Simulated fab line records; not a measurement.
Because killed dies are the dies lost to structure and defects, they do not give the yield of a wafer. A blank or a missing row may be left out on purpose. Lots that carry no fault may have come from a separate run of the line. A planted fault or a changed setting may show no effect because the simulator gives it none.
Struck lot and sound lot, side by side ; flow gf180mcu ; 17 steps out of a route of 602
Sound: wafers L165.2, L165.4, L165.6. Struck: wafers L169.2, L169.5 (left out: L169.1, a lot-mate that was not struck); the cause follows at the end.
Per side, at each step with rows, come the tool, then ch with its chambers, and then its first start. Under that, the readings that differ: sound wafers ; struck wafers ; difference of the means ; sigmas: that difference in standard deviations of wafers without a fault.
alike: same words and numbers on both sides, and readings whose means sit less than 2 such deviations apart. not compared: any withheld reading, any reading some wafer has no value for, any bound like >300 that may hide the same value, and any number with overlapping values for which the record gives no deviation.
Wherever a step has rows on one side only, a row that says differs or no value, or a row with sigmas, the two part there. When numbers do not overlap yet have no deviation, they are printed without sigmas and do not part them. A reading missing from all wafers of one side parts the sides only when that side holds two or more wafers.

first, 2 steps without rows for these wafers: GF_CONTACT_PEB_12 (peb time 90 s); GF_CONTACT_DEVELOP_13 (develop time 60 s).
GF_CONTACT_CD_MEAS_14: target cd 220 nm.
  struck on cdSem-01, day 18 10:46; sound on cdSem-01, day 16 17:53
  alike: cdNm
GF_CONTACT_OVL_MEAS_15:
  struck on overlay-01, day 18 10:53; sound on overlay-02, day 16 17:59
  alike: CONTACT_OVL
GF_CONTACT_ETCH_16: etches BARC in N2/H2.
  sound on rieDiel-01 ch 0,2, day 16 18:01; struck on rieDiel-04 ch 0, day 18 10:56
  alike: drypumpMotorCurrentA, oesProductAu, throttleValvePct
then, 1 step without rows for these wafers: GF_CONTACT_ETCH_17 (etches SiO2 in C4F8/O2/Ar, stops on CoSi2, target depth 860 nm).
GF_CONTACT_STRIP_18: strips in O2/N2.
  sound on plasmaAsher-04 ch 0,1, day 16 18:11; struck on plasmaAsher-03 ch 1, day 18 11:05
  alike: drypumpMotorCurrentA, heaterPowerW, oesProductAu
  not compared: rfHoursCounterH
then, 3 steps without rows for these wafers: GF_CONTACT_CLEAN_19 (cleans in SPM); GF_CONTACT_CLEAN_20 (cleans in DIW); GF_CONTACT_CLEAN_21 (cleans in dHF, time 20 s).
GF_CONTACT_SPUTTER_22: material Ti, target thk 15 nm, time 80.02 s.
  struck on pvdSputter-02, day 18 11:24; sound on pvdSputter-04, day 16 18:29
  alike: throttleValvePct
GF_CONTACT_SPUTTER_23: material TiN, target thk 10 nm, time 40 s.
  struck on pvdSputter-02, day 18 11:28; sound on pvdSputter-04, day 16 18:34
  alike: throttleValvePct
GF_CONTACT_CVD_24: deposits W, target thk 300 nm, time 90.339 s.
  sound on cvdW-02 ch 0,1, day 16 18:35; struck on cvdW-01 ch 1, day 18 11:30
reading;sound;struck;difference;sigmas
chamberPressureTorr (Torr);40.12 40.00 40.01;43.27 43.19;+3.19;+36
heaterPowerW (W);923 910 907;835 859;-66;-2
model.W_of_CONTACT_CVD_24.thkNm (nm);299.4 298.9 298.9;311.8 311.9;+12.8;
GF_CONTACT_RS_MEAS_25: measurement is done with a four-point probe.
  struck on filmMetro-01, day 18 11:36; sound on filmMetro-02, day 16 18:43
reading;sound;struck;difference;sigmas
CONTACT_W_RS (ohm/sq);0.383 0.384 0.385;0.367 0.368;-0.017;-4
GF_CONTACT_THK_MEAS_26: measures by xrf.
  struck on filmMetro-01, day 18 11:43; sound on filmMetro-02, day 16 18:50
reading;sound;struck;difference;sigmas
CONTACT_W_THK (nm);301 298 299;313 313;+14;+4
GF_CONTACT_CMP_27: polishes, stops on SiO2, t overpolish 15 s, target thk 0 nm.
  sound on cmp-01 ch 1,2,3, day 16 18:53; struck on cmp-01 ch 3, day 18 11:47
  alike: motorCurrentA, overpolishRunS, platenRpm, timeToEndpointS
GF_PASSIVATION_PROBE_99:
  the record holds rows for the sound wafers here (prober-02, day 29 11:49) but none for the struck ones

WHERE THEY PART
Last at GF_PASSIVATION_PROBE_99 as far as this record goes, first at GF_CONTACT_CVD_24.

WHY: the cause the simulator had injected
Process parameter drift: cvdW-01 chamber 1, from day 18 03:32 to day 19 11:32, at GF_CONTACT_CVD_24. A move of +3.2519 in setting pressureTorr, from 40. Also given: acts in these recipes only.
